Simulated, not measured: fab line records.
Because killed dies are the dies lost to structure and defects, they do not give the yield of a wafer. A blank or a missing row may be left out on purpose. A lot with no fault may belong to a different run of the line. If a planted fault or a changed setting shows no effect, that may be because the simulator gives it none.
fab line records	flow sky130
record: lots: 6	wafers: 18	last_day: 50
route steps=708 shown LI_CONTACT@364 PAD_OPEN@708
lots that met no fault: from a run of the same line without faults
start_h: hours from the record's first day to the start of the lot's first wafer shown	wait_h: hours from the lot's prior step to this one	" the same as in the row above	L1.1+2: several wafers, shown together as one row	- either no value or no given start	* or withheld: withheld	< > ~ a bound
route shown NAME@n: names a module that has steps shown in the file, with the first one's number in the route	usual: mean/standard deviation of fault-free wafers	same: alike in all rows	chamber/n: place in a boat	sites: each site's reading	_std_site: standard deviation across them	_edge_site: outer sites' mean less inner sites'	radius_mm: how far each site lies from the wafer's centre	mask NAME#n: copy n	behind: the tool/chamber that last shaped the wafer	hold: cause of the lot's hold/its duration in hours/its outcome	device: the transistor (n, p or np) that didn't switch	end of line: at the end of the route, the tests of the same wafers	step lacking rows: just its recipe	killed: count of dies lost to structure and defects at first sort (not the wafer's yield)	map: the dies of a wafer, with x for killed, . for not killed, _ for no die there
set.NAME: the setting as run; set.NAME@STEP: as run at that earlier step	model.NAME: the simulator's own value behind a step, which no gauge read
a table for each step, a row for each wafer; lots at some steps of the route
services: from which hour (start_h, from the record's first day; less than 0 if before it) a tool's chamber was out of use, for how many hours, and why
== steps ==
step: SKY_LI_CONTACT_CMP_02
recipe: material: PSG	down_force_psi: 4	platen_rpm: 60	pad_velocity_m_s: 0.94248
usual: motor_current_A: 12.1/1.1	time_to_endpoint_s: 31.2/2.5
lot.wafer	tool	chamber	start_h	wait_h	motor_current_A	time_to_endpoint_s
L368.4	cmp-01	2	640.56	0.0	14.0	32.7
L368.1	"	1	"	"	12.1	34.9
L368.5	"	2	"	"	13.4	34.0
L377.3	cmp-02	3	719.15	0.1	11.1	28.9
L377.1	"	0	"	"	13.8	30.2
L377.5	"	2	"	"	10.6	31.5
L378.1	cmp-01	0	740.84	0.1	11.1	25.5
L378.6	"	2	"	"	13.6	30.3
L378.5	"	3	"	"	10.9	29.7
L382.4	cmp-02	2	768.70	0.0	11.0	31.4
L382.3	"	0	"	"	14.9	32.3
L382.6	"	2	"	"	10.7	31.4
L383.2	cmp-01	0	774.17	0.0	11.5	34.1
L383.1	"	1	"	"	12.0	34.9
L383.6	"	0	"	"	12.0	36.2
L386.4	cmp-01	2	807.31	0.0	13.5	33.0
L386.1	"	0	"	"	11.9	34.9
L386.6	"	2	"	"	13.7	34.2
step: SKY_LI_CONTACT_BOW_MEAS_03
recipe: mode: bow
usual: LI_CONTACT_BOW: 55/7.3
lot.wafer	tool	chamber	start_h	wait_h	LI_CONTACT_BOW[um]
L368.1	film_metro-04	-	640.86	0.1	50
L368.4	"	-	"	"	47
L368.5	"	-	"	"	47
L377.1	film_metro-01	-	719.35	0.1	50
L377.3	"	-	"	"	49
L377.5	"	-	"	"	55
L378.1	film_metro-01	-	741.04	0.1	59
L378.5	"	-	"	"	61
L378.6	"	-	"	"	52
L382.3	film_metro-01	-	769.04	0.2	46
L382.4	"	-	"	"	66
L382.6	"	-	"	"	58
L383.1	film_metro-02	-	774.47	0.2	58
L383.2	"	-	"	"	56
L383.6	"	-	"	"	60
L386.1	film_metro-01	-	807.61	0.1	59
L386.4	"	-	"	"	53
L386.6	"	-	"	"	53
step: SKY_LI_CONTACT_DEHYDRATE_04
recipe: temp_c: 200	time_s: 60
step: SKY_LI_CONTACT_HMDS_05
recipe: prime_time_s: 60	prime_temp_c: 120
step: SKY_LI_CONTACT_COAT_06
recipe: resist: BARC	temp_c: withheld	time_s: withheld	spin_rpm: 3000	resist_thk_nm: 60
step: SKY_LI_CONTACT_COAT_07
recipe: resist: KrF-thick	spin_rpm: 3000	resist_thk_nm: 450
step: SKY_LI_CONTACT_SOFTBAKE_08
recipe: temp_c: 100	time_s: 90	resist: KrF-thick
step: SKY_LI_CONTACT_EXPOSE_09
recipe: mask_id: LICM1	na: 0.8	source_shape: annular	sigma_inner: 0.55	sigma_outer: 0.85	target_cd_nm: 170	dose_mj: 38
step: SKY_LI_CONTACT_PEB_10
recipe: peb_temp_c: withheld	peb_time_s: withheld	resist: KrF-thick
step: SKY_LI_CONTACT_DEVELOP_11
recipe: develop_time_s: 60	resist: KrF-thick	dev_temp_c: 21
step: SKY_LI_CONTACT_CD_MEAS_12
recipe: target_cd_nm: 170
usual: cd_nm: 170.0/1.6
lot.wafer	tool	chamber	start_h	wait_h	cd_nm
L368.1	cd_sem-02	-	668.85	-	170.3
L368.4	"	-	"	"	171.2
L368.5	"	-	"	"	171.4
L377.1	cd_sem-02	-	747.33	-	171.7
L377.3	"	-	"	"	171.9
L377.5	"	-	"	"	171.0
L378.1	cd_sem-01	-	769.12	-	167.3
L378.5	"	-	"	"	168.7
L378.6	"	-	"	"	168.1
L382.3	cd_sem-01	-	796.26	-	171.0
L382.4	"	-	"	"	169.9
L382.6	"	-	"	"	171.0
L383.1	cd_sem-01	-	801.42	-	171.0
L383.2	"	-	"	"	170.1
L383.6	"	-	"	"	170.9
L386.1	cd_sem-01	-	834.69	-	169.5
L386.4	"	-	"	"	170.6
L386.6	"	-	"	"	168.8
step: SKY_LI_CONTACT_OVL_MEAS_13
usual: LI_CONTACT_OVL: 2/6
lot.wafer	tool	chamber	start_h	wait_h	LI_CONTACT_OVL[nm]
L368.1	overlay-01	-	668.97	0.1	-2
L368.4	"	-	"	"	-6
L368.5	"	-	"	"	-6
L377.1	overlay-02	-	747.45	0.1	7
L377.3	"	-	"	"	5
L377.5	"	-	"	"	1
L378.1	overlay-02	-	769.24	0.1	0
L378.5	"	-	"	"	13
L378.6	"	-	"	"	0
L382.3	overlay-02	-	796.35	0.1	-2
L382.4	"	-	"	"	1
L382.6	"	-	"	"	-4
L383.1	overlay-01	-	801.54	0.1	10
L383.2	"	-	"	"	6
L383.6	"	-	"	"	3
L386.1	overlay-01	-	834.81	0.1	6
L386.4	"	-	"	"	-1
L386.6	"	-	"	"	5
step: SKY_LI_CONTACT_ETCH_14
recipe: chemistry: N2/H2	target: BARC	ion_energy_ev: 200	source_w: 500	bias_w: 100	pressure_mtorr: 30	n2_flow_sccm: 100	h2_flow_sccm: 200	stop_on: SiO2	time_s: 45.9	target_depth_a: 600
usual: bias_w: 99.97/0.27	chamber_pressure_mTorr: 30.001/0.029	drypump_motor_current_A: 5.6/0.45	h2_flow_sccm: 200.0/0.55	oes_product_au: 0.856/0.0049	throttle_valve_pct: 13.224/0.0088
lot.wafer	tool	chamber	start_h	wait_h	bias_w	chamber_pressure_mTorr	drypump_motor_current_A	h2_flow_sccm	oes_product_au	rf_hours_counter_h	throttle_valve_pct	model.KrF-thick_of_LI_CONTACT_COAT_07.thk_nm
L368.1	rie_diel-02	2	669.00	0.0	100.01	29.968	5.5	199.8	0.865	62	13.204	391.8
L368.4	"	1	"	"	99.93	29.965	6.0	199.4	0.858	2	13.216	391.8
L368.5	"	0	"	"	100.34	30.030	5.8	199.6	0.861	-	13.235	391.9
L377.1	rie_diel-04	1	747.49	0.0	-	-	-	-	-	-	-	436.7
L377.3	"	3	"	"	-	-	-	-	-	-	-	435.1
L377.5	"	1	"	"	-	-	-	-	-	-	-	437
L378.1	rie_diel-01	2	769.27	0.0	-	-	-	-	-	-	-	436.1
L378.5	"	1	"	"	-	-	-	-	-	-	-	436.4
L378.6	"	0	"	"	-	-	-	-	-	-	-	436.4
L382.3	rie_diel-01	1	796.37	0.0	99.83	30.037	5.4	200.4	0.846	4	13.228	391.8
L382.4	"	2	"	"	99.73	30.020	5.4	200.0	0.860	4	13.229	392
L382.6	"	0	"	"	99.95	29.998	5.1	200.7	0.853	-	13.243	391.6
L383.1	rie_diel-02	0	801.57	0.0	99.77	30.005	5.8	200.5	0.852	6	13.223	390.6
L383.2	"	1	"	"	99.78	29.951	6.0	200.1	0.857	6	13.206	390.6
L383.6	"	0	"	"	99.80	29.967	5.8	201.1	0.850	-	13.223	391.1
L386.1	rie_diel-01	0	834.84	0.0	99.90	29.977	5.1	200.2	0.856	21	13.212	392.7
L386.4	"	1	"	"	99.83	29.932	5.5	200.5	0.851	5	13.226	392.6
L386.6	"	3	"	"	99.91	30.010	5.0	199.9	0.861	-	13.227	393.8
step: SKY_LI_CONTACT_ETCH_15
recipe: target: PSG	chemistry: C4F8/O2/Ar	stop_on: Si	taper_deg: 4.15	mask_material: KrF-thick	source_w: 1500	bias_w: 1200	pressure_mtorr: 40	c4f8_flow_sccm: withheld	O2_flow_sccm: 6	Ar_flow_sccm: 300	time_s: withheld	target_depth_a: 6000
usual: bias_w: 1200/3.2	chamber_pressure_mTorr: 40.00/0.037	oes_product_au: 0.837/0.0044
lot.wafer	tool	chamber	start_h	wait_h	bias_w	chamber_pressure_mTorr	oes_product_au	model.KrF-thick_of_LI_CONTACT_COAT_07.thk_nm
L368.1	rie_diel-02	2	669.04	0.0	1198	40.00	0.838	232.1
L368.4	"	1	"	"	1203	39.95	0.832	232.8
L368.5	"	0	"	"	1196	40.04	0.827	231.5
L377.1	rie_diel-04	1	747.53	0.0	1196	40.01	0.374	274.2
L377.3	"	3	"	"	1197	40.07	0.373	273
L377.5	"	1	"	"	1203	39.96	0.373	274.9
L378.1	rie_diel-01	2	769.31	0.0	1205	39.99	0.378	275.9
L378.5	"	1	"	"	1200	39.99	0.376	276.2
L378.6	"	0	"	"	1197	39.92	0.376	275.2
L382.3	rie_diel-01	1	796.41	0.0	1202	40.00	0.838	229.3
L382.4	"	2	"	"	1201	40.02	0.835	229.4
L382.6	"	0	"	"	1199	40.04	0.841	229.5
L383.1	rie_diel-02	0	801.61	0.0	1202	40.01	0.842	228.5
L383.2	"	1	"	"	1199	40.06	0.843	230.4
L383.6	"	0	"	"	1198	39.96	0.842	227.8
L386.1	rie_diel-01	0	834.88	0.0	1204	39.99	0.841	230.1
L386.4	"	1	"	"	1201	39.95	0.832	230.7
L386.6	"	3	"	"	1195	39.97	0.839	232
step: SKY_LI_CONTACT_STRIP_16
recipe: chemistry: O2/N2	power_w: 1400	pressure_mtorr: 1500	platen_temp_c: withheld	o2_flow_sccm: 3000	n2_flow_sccm: 300	overash_fraction: 0.5
usual: drypump_motor_current_A: 5.5/0.42	o2_flow_sccm: 3000/8.8	oes_product_au: 0.376/0.0048	strip_time_to_endpoint_s: 3.503/0.026
lot.wafer	tool	chamber	start_h	wait_h	drypump_motor_current_A	o2_flow_sccm	oes_product_au	rf_hours_counter_h	strip_time_to_endpoint_s
L368.1	plasma_asher-01	1	669.13	-	5.4	2979	0.377	93	3.496
L368.4	"	1	"	"	5.4	3005	0.373	-	3.511
L368.5	"	1	"	"	5.4	2999	0.374	-	3.485
L377.1	plasma_asher-01	1	747.62	-	5.4	3005	0.393	0	3.956
L377.3	"	1	"	"	5.5	3004	0.390	-	3.945
L377.5	"	0	"	"	6.1	2993	0.399	-	3.962
L378.1	plasma_asher-03	1	769.40	-	5.9	2995	0.391	96	3.976
L378.5	"	1	"	"	5.8	2995	0.397	-	3.988
L378.6	"	0	"	"	5.0	2996	0.392	-	3.971
L382.3	plasma_asher-04	1	796.53	-	5.1	3010	0.372	-	3.474
L382.4	"	0	"	"	5.1	3000	0.379	-	3.457
L382.6	"	0	"	"	5.1	2990	0.372	-	3.474
L383.1	plasma_asher-03	0	801.70	-	5.0	3023	0.380	99	3.461
L383.2	"	1	"	"	5.9	3007	0.379	99	3.480
L383.6	"	1	"	"	5.8	2993	0.377	-	3.451
L386.1	plasma_asher-03	0	834.97	-	5.0	3003	0.382	104	3.486
L386.4	"	1	"	"	5.8	3000	0.372	-	3.473
L386.6	"	1	"	"	5.8	2995	0.371	-	3.519
step: SKY_LI_CONTACT_CLEAN_17
recipe: chemistry: NMP	time_s: 600	temp_c: 60	dry: n2_spin
step: SKY_PAD_OPEN_PROBE_99
usual: killed_at_M0_to_M3: 43/7.4	killed_at_M4_up: 3.1/1.9	killed_at_contacts: 25/5.4	killed_at_front_end: 15/4.3	killed_at_other: 0.3/0.54	killed_dies: 86/10	killed_on_rim: 17/4	killed_open: 46/7.4	killed_short: 40/7
same: gross_dies: 492	killed_at_back_side: 0
lot.wafer	tool	chamber	start_h	wait_h	killed_at_M0_to_M3	killed_at_M4_up	killed_at_contacts	killed_at_front_end	killed_at_other	killed_dies	killed_on_rim	killed_open	killed_short
L368.1	prober-01	-	1071.45	0.1	49	5	30	17	1	102	23	51	49
L368.4	prober-01	-	1071.60	0.2	43	4	26	15	0	88	16	41	46
L368.5	prober-01	-	1071.65	0.2	48	4	17	13	0	82	16	34	48
L377.1	prober-02	-	1130.58	0.1	185	74	162	17	54	492	96	37	38
L377.3	prober-02	-	1130.68	0.2	208	59	169	13	43	492	96	61	37
L377.5	prober-02	-	1130.78	0.2	223	55	155	8	51	492	96	39	44
L378.1	prober-01	-	1144.19	0.1	209	54	152	23	54	492	96	57	52
L378.5	prober-01	-	1144.39	0.2	209	56	158	15	54	492	96	46	51
L378.6	prober-01	-	1144.44	0.2	179	70	171	16	56	492	96	33	37
L382.3	prober-01	-	1162.84	0.2	48	3	20	13	1	85	14	43	41
L382.4	prober-01	-	1162.89	0.2	38	2	22	25	1	88	10	45	42
L382.6	prober-01	-	1162.99	0.2	40	2	20	17	0	79	16	39	40
L383.1	prober-02	-	1166.49	0.1	41	3	30	14	1	89	8	45	43
L383.2	prober-02	-	1166.54	0.1	50	5	24	22	0	101	20	53	47
L383.6	prober-02	-	1166.74	0.2	53	1	20	19	0	93	23	49	43
L386.1	prober-01	-	1189.62	0.1	39	2	26	13	0	80	20	44	35
L386.4	prober-01	-	1189.77	0.2	48	1	20	18	1	88	14	50	35
L386.6	prober-01	-	1189.87	0.2	31	1	22	21	1	76	15	39	36
killed by level:class
L368.1 VIA1:geometric_particle:open=12 LI_CONTACT:geometric_particle:open=8 CONTACT:geometric_particle:open=8 METAL2:geometric_particle:short=7 METAL1:geometric_particle:short=7 CONTACT:geometric_particle:short=6 VIA3:geometric_particle:open=6 VIA1:geometric_particle:short=5
L368.4 CONTACT:geometric_particle:open=11 VIA1:geometric_particle:short=7 VIA1:geometric_particle:open=7 METAL2:geometric_particle:short=7 LI_CONTACT:geometric_particle:open=6 LI_CONTACT:geometric_particle:short=5 VIA2:geometric_particle:open=5 METAL4:geometric_particle:short=4
L368.5 METAL2:geometric_particle:short=9 VIA1:geometric_particle:open=9 CONTACT:geometric_particle:short=6 CONTACT:geometric_particle:open=5 METAL1:geometric_particle:short=5 VIA1:geometric_particle:short=5 METAL3:geometric_particle:short=5 VIA3:geometric_particle:open=5
L377.1 LI_CONTACT:area_etch=87 VIA4:area_expose=40 LOCAL_INTERCONNECT:area_expose=30 METAL4:area_expose=29 VIA3:area_expose=28 CAP2M:area_expose=27 CAPM:area_expose=26 METAL3:area_expose=26
L377.3 LI_CONTACT:area_etch=83 VIA2:area_expose=35 METAL3:area_expose=32 METAL4:area_expose=30 LOCAL_INTERCONNECT:area_expose=30 VIA4:area_expose=27 VIA3:area_expose=26 CONTACT:area_expose=25
L377.5 LI_CONTACT:area_etch=85 VIA1:area_expose=34 METAL2:area_expose=32 VIA4:area_expose=31 METAL1:area_expose=30 CAP2M:area_expose=29 METAL3:area_expose=28 LOCAL_INTERCONNECT:area_expose=25
L378.1 LI_CONTACT:area_etch=72 METAL3:area_expose=39 METAL1:area_expose=32 LOCAL_INTERCONNECT:area_expose=30 METAL4:area_expose=29 CAP2M:area_expose=28 CAPM:area_expose=26 METAL2:area_expose=25
L378.5 LI_CONTACT:area_etch=89 VIA3:area_expose=35 METAL2:area_expose=32 CAPM:area_expose=28 METAL4:area_expose=27 VIA4:area_expose=27 CAP2M:area_expose=26 CONTACT:area_expose=26
L378.6 LI_CONTACT:area_etch=77 CONTACT:area_expose=48 METAL4:area_expose=38 VIA3:area_expose=33 CAPM:area_expose=32 VIA4:area_expose=30 LOCAL_INTERCONNECT:area_expose=29 CAP2M:area_expose=24
L382.3 VIA1:geometric_particle:open=11 VIA3:geometric_particle:open=9 CONTACT:geometric_particle:open=7 VIA1:geometric_particle:short=7 FIELD_ISO:geometric_particle:short=6 METAL2:geometric_particle:short=6 METAL1:geometric_particle:short=6 LI_CONTACT:geometric_particle:open=5
L382.4 VIA1:geometric_particle:open=10 LI_CONTACT:geometric_particle:open=6 LOCAL_INTERCONNECT:geometric_particle:short=6 POLY_GATE:geometric_particle:open=5 CONTACT:geometric_particle:open=5 VIA2:geometric_particle:open=5 FIELD_ISO:geometric_particle:short=4 SPACER:geometric_particle:short=4
L382.6 VIA1:geometric_particle:open=11 VIA1:geometric_particle:short=8 POLY_GATE:geometric_particle:short=6 LI_CONTACT:geometric_particle:open=6 METAL1:geometric_particle:short=5 VIA3:geometric_particle:open=5 FIELD_ISO:geometric_particle:open=4 LOCAL_INTERCONNECT:geometric_particle:short=4
L383.1 LI_CONTACT:geometric_particle:open=9 VIA1:geometric_particle:open=9 CONTACT:geometric_particle:open=8 VIA3:geometric_particle:open=6 LI_CONTACT:geometric_particle:short=5 VIA1:geometric_particle:short=5 VIA2:geometric_particle:open=5 FIELD_ISO:geometric_particle:short=4
L383.2 VIA1:geometric_particle:open=12 FIELD_ISO:geometric_particle:short=10 VIA2:geometric_particle:open=9 VIA1:geometric_particle:short=7 LI_CONTACT:geometric_particle:open=6 CONTACT:geometric_particle:open=6 VIA3:geometric_particle:open=6 METAL1:geometric_particle:short=6
L383.6 VIA1:geometric_particle:open=13 CONTACT:geometric_particle:open=10 METAL2:geometric_particle:short=8 VIA3:geometric_particle:open=8 VIA1:geometric_particle:short=6 POLY_GATE:geometric_particle:short=6 METAL1:geometric_particle:short=6 FIELD_ISO:geometric_particle:open=3
L386.1 LI_CONTACT:geometric_particle:open=12 VIA1:geometric_particle:open=9 CONTACT:geometric_particle:open=7 METAL2:geometric_particle:short=7 POLY_GATE:geometric_particle:open=4 VIA2:geometric_particle:open=4 LOCAL_INTERCONNECT:geometric_particle:short=4 VIA1:geometric_particle:short=4
L386.4 VIA1:geometric_particle:open=14 VIA3:geometric_particle:open=7 CONTACT:geometric_particle:short=6 METAL2:geometric_particle:short=6 FIELD_ISO:geometric_particle:open=5 CONTACT:geometric_particle:open=5 VIA2:geometric_particle:open=5 POLY_GATE:geometric_particle:short=4
L386.6 LI_CONTACT:geometric_particle:open=9 POLY_GATE:geometric_particle:short=8 VIA3:geometric_particle:open=5 FIELD_ISO:geometric_particle:open=4 CONTACT:geometric_particle:open=4 METAL1:geometric_particle:short=4 VIA1:geometric_particle:open=4 METAL3:geometric_particle:short=4
map L377.1 (x killed, . not)
__________xxxxxxxxxx_________
________xxxxxxxxxxxxxx_______
______xxxxxxxxxxxxxxxxxx_____
_____xxxxxxxxxxxxxxxxxxxx____
____xxxxxxxxxxxxxxxxxxxxxx___
___xxxxxxxxxxxxxxxxxxxxxxxx__
__xxxxxxxxxxxxxxxxxxxxxxxxxx_
_xxxxxxxxxxxxxxxxxxxxxxxxxxxx
_xxxxxxxxxxxxxxxxxxxxxxxxxxxx
_xxxxxxxxxxxxxxxxxxxxxxxxxxxx
_xxxxxxxxxxxxxxxxxxxxxxxxxxxx
_xxxxxxxxxxxxxxxxxxxxxxxxxxxx
_xxxxxxxxxxxxxxxxxxxxxxxxxxxx
_xxxxxxxxxxxxxxxxxxxxxxxxxxxx
_xxxxxxxxxxxxxxxxxxxxxxxxxxxx
__xxxxxxxxxxxxxxxxxxxxxxxxxx_
___xxxxxxxxxxxxxxxxxxxxxxxx__
____xxxxxxxxxxxxxxxxxxxxxx___
_____xxxxxxxxxxxxxxxxxxxx____
______xxxxxxxxxxxxxxxxxx_____
________xxxxxxxxxxxxxx_______
__________xxxxxxxxxx_________
map L378.1 (x killed, . not)
__________xxxxxxxxxx_________
________xxxxxxxxxxxxxx_______
______xxxxxxxxxxxxxxxxxx_____
_____xxxxxxxxxxxxxxxxxxxx____
____xxxxxxxxxxxxxxxxxxxxxx___
___xxxxxxxxxxxxxxxxxxxxxxxx__
__xxxxxxxxxxxxxxxxxxxxxxxxxx_
_xxxxxxxxxxxxxxxxxxxxxxxxxxxx
_xxxxxxxxxxxxxxxxxxxxxxxxxxxx
_xxxxxxxxxxxxxxxxxxxxxxxxxxxx
_xxxxxxxxxxxxxxxxxxxxxxxxxxxx
_xxxxxxxxxxxxxxxxxxxxxxxxxxxx
_xxxxxxxxxxxxxxxxxxxxxxxxxxxx
_xxxxxxxxxxxxxxxxxxxxxxxxxxxx
_xxxxxxxxxxxxxxxxxxxxxxxxxxxx
__xxxxxxxxxxxxxxxxxxxxxxxxxx_
___xxxxxxxxxxxxxxxxxxxxxxxx__
____xxxxxxxxxxxxxxxxxxxxxx___
_____xxxxxxxxxxxxxxxxxxxx____
______xxxxxxxxxxxxxxxxxx_____
________xxxxxxxxxxxxxx_______
__________xxxxxxxxxx_________
== services ==
tool	chamber	start_h	hours	kind
cmp-01	-	621.95	1.0	repair
rie_diel-04	3	623.06	13.9	repair
rie_diel-01	2	624.28	2.6	repair
plasma_asher-03	-	633.01	3.9	repair
rie_diel-01	2	636.14	132.0	repair
rie_diel-02	0	637.66	9.2	repair
cmp-01	-	641.54	0.6	repair
cmp-01	-	648.69	6.5	repair
rie_diel-02	2	673.69	32.9	repair
plasma_asher-03	-	682.08	7.2	repair
rie_diel-01	0	685.59	11.3	repair
rie_diel-02	1	688.24	5.6	repair
rie_diel-02	2	706.60	-	clean
rie_diel-01	-	709.57	2.8	pm
cmp-01	-	714.46	2.6	repair
plasma_asher-01	-	733.75	9.0	pm
cmp-02	-	733.94	2.8	repair
cmp-01	-	744.13	4.0	pm
cmp-02	-	744.29	1.5	repair
cmp-01	-	761.53	3.9	repair
plasma_asher-04	-	798.49	77.9	repair
cmp-02	-	817.57	0.8	repair
plasma_asher-03	-	821.21	1.3	repair
rie_diel-04	-	824.83	14.6	pm
== key ==
first_sign: step: SKY_LI_CONTACT_ETCH_14	reading: tool_record	direction: missing
effect: step: SKY_LI_CONTACT_ETCH_15	reading: oes_product_au	direction: down	sigmas: 99+	usual: 0.837	struck: 0.375
effect: step: SKY_LI_CONTACT_STRIP_16	reading: strip_time_to_endpoint_s	direction: up	sigmas: 18	usual: *	struck: *
effect: step: SKY_PAD_OPEN_PROBE_99	reading: killed_at_other	direction: up	sigmas: 52	usual: 0.3	struck: 52
model_effect: step: SKY_LI_CONTACT_ETCH_14	value: KrF-thick_of_LI_CONTACT_COAT_07.thk_nm	without: 392.6	struck: 436.3
model_effect: step: SKY_LI_CONTACT_ETCH_15	value: KrF-thick_of_LI_CONTACT_COAT_07.thk_nm	without: 231.2	struck: 274.9
more_kills_born_at: SKY_LI_CONTACT_ETCH_14@rie_diel-04: 255
met_at SKY_LI_CONTACT_ETCH_14
struck_wafers L377.1,L377.3,L377.5,L378.1,L378.5,L378.6
later_rows_left_out L377.1,L377.3,L377.5,L378.1,L378.5,L378.6
tester_left_out L377,L378
fault: kind: skipped_step_whole	tool: rie_diel-01,rie_diel-04	chamber: -	onset_h: 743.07	steps: SKY_LI_CONTACT_ETCH_14	scope: struck_lots_only
tester_left_out: of these lots the tester's yield and bins aren't shown, on N5 and GAA mostly nor the transistor test; their killed dies are dies lost to structure and defects alone, not to doping, threshold or leakage, so they don't give the yield
later_rows_left_out: the simulator's readings of these wafers behind a module that went badly wrong aren't trusted and aren't shown, but for the sort
